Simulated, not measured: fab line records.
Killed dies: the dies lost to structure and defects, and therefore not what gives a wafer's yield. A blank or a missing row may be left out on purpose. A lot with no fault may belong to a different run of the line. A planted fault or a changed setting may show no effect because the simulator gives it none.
A struck lot beside a sound one + flow sky130 + 16 steps out of a route of 708
Sound: the wafers L643.2, L643.3, L643.5. The struck wafers were L653.1, L653.3, L653.6. Last of all comes the cause.
For every step that has rows: the tool of each side, followed by ch and its chambers, followed by its first start. Under that, the readings that differ: sound wafers + struck wafers + difference of the means + sigmas: that difference in standard deviations of wafers without a fault.
alike: same words and numbers on both sides, and readings whose means sit less than 2 such deviations apart. not compared: any withheld reading, any reading some wafer has no value for, any bound like >300 that may hide the same value, and any number with overlapping values for which the record gives no deviation.
Wherever a step has rows on one side only, a row that says differs or no value, or a row with sigmas, the two part there. When numbers do not overlap yet have no deviation, they are printed without sigmas and do not part them. Lack of a reading on every wafer of one side parts them only where that side has two or more wafers.

first, 1 step without rows for these wafers: SKY_LDD_N_IMPLANT_15.
SKY_LDD_N_STRIP_16: strips in O2/N2.
  sound on plasma asher-04 ch 0,1, day 22 00:21; struck on plasma asher-01 ch 0,1, day 25 07:05
  alike: drypump motor current A, oes product au, strip time to endpoint s
  not compared: rf hours counter h
SKY_LDD_N_TW_MEAS_17:
  sound on film metro-03 at day 22 00:28; struck on film metro-03 at day 25 07:11
  alike: LDD_N_TW
then, 7 steps without rows for these wafers: SKY_LDD_P_DEHYDRATE_00 (time 60 s); SKY_LDD_P_HMDS_01 (prime time 60 s); SKY_LDD_P_COAT_02 (resist thk 1140 nm); SKY_LDD_P_SOFTBAKE_03 (time 60 s); SKY_LDD_P_EXPOSE_04 (exposes mask PSDM, target cd 380 nm); SKY_LDD_P_PEB_05; SKY_LDD_P_DEVELOP_06 (develop time 60 s).
SKY_LDD_P_CD_MEAS_07 targets a cd of 380 nm.
  sound on cd sem-01 at day 23 06:26; struck on cd sem-01 at day 26 12:22
  alike: cd nm
SKY_LDD_P_OVL_MEAS_08:
  sound on overlay-01 at day 23 06:32; struck on overlay-02 at day 26 12:29
  alike: LDD_P_OVL
SKY_LDD_P_IMPLANT_09:
  sound on implanter-03 ch 0, day 23 06:35; struck on implanter-03 ch 0, day 26 12:31
| reading            | sound                          | struck                          | difference  | sigmas |
|--------------------|--------------------------------|---------------------------------|-------------|--------|
| dose ions cm2      | 9.994e+12 9.992e+12 1.0006e+13 | 1.1017e+13 1.1012e+13 1.098e+13 | +1.0057e+12 | +91    |
| faraday current uA | 56.5 56.9 56.2                 | 61.7 61.7 62.5                  | +5.4        | +5     |
SKY_LDD_P_STRIP_10: strips in O2/N2.
  sound on plasma asher-04 ch 0,1, day 23 06:43; struck on plasma asher-04 ch 0,1, day 26 12:40
  alike: drypump motor current A, oes product au, strip time to endpoint s
  not compared: rf hours counter h
SKY_LDD_P_TW_MEAS_11:
  sound on film metro-02 at day 23 06:50; struck on film metro-03 at day 26 12:59
| reading  | sound       | struck      | difference | sigmas |
|----------|-------------|-------------|------------|--------|
| LDD_P_TW | 642 640 642 | 660 661 660 | +19        | +5     |
  not compared: hold
-- here the record skips 24 days between the struck wafers' starts before and after, leaving off in module LDD_P and picking up in module PAD_OPEN (first step shown: number 708 of the route) --
SKY_PAD_OPEN_PROBE_99:
  sound on prober-02 at day 48 14:34; struck on prober-01 at day 50 08:04
| reading                     | sound          | struck         | difference | sigmas |
|-----------------------------|----------------|----------------|------------|--------|
| model.etest.tip p.rs ohm sq | 6808 6850 6806 | 6333 6325 6364 | -481       |        |

WHERE THEY PART
Last at SKY_LDD_P_TW_MEAS_11 as far as this record goes, first at SKY_LDD_P_IMPLANT_09.

WHY: whatever the simulator had introduced
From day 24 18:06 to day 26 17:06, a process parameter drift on implanter-03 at SKY_LDD_P_IMPLANT_09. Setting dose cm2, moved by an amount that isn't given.
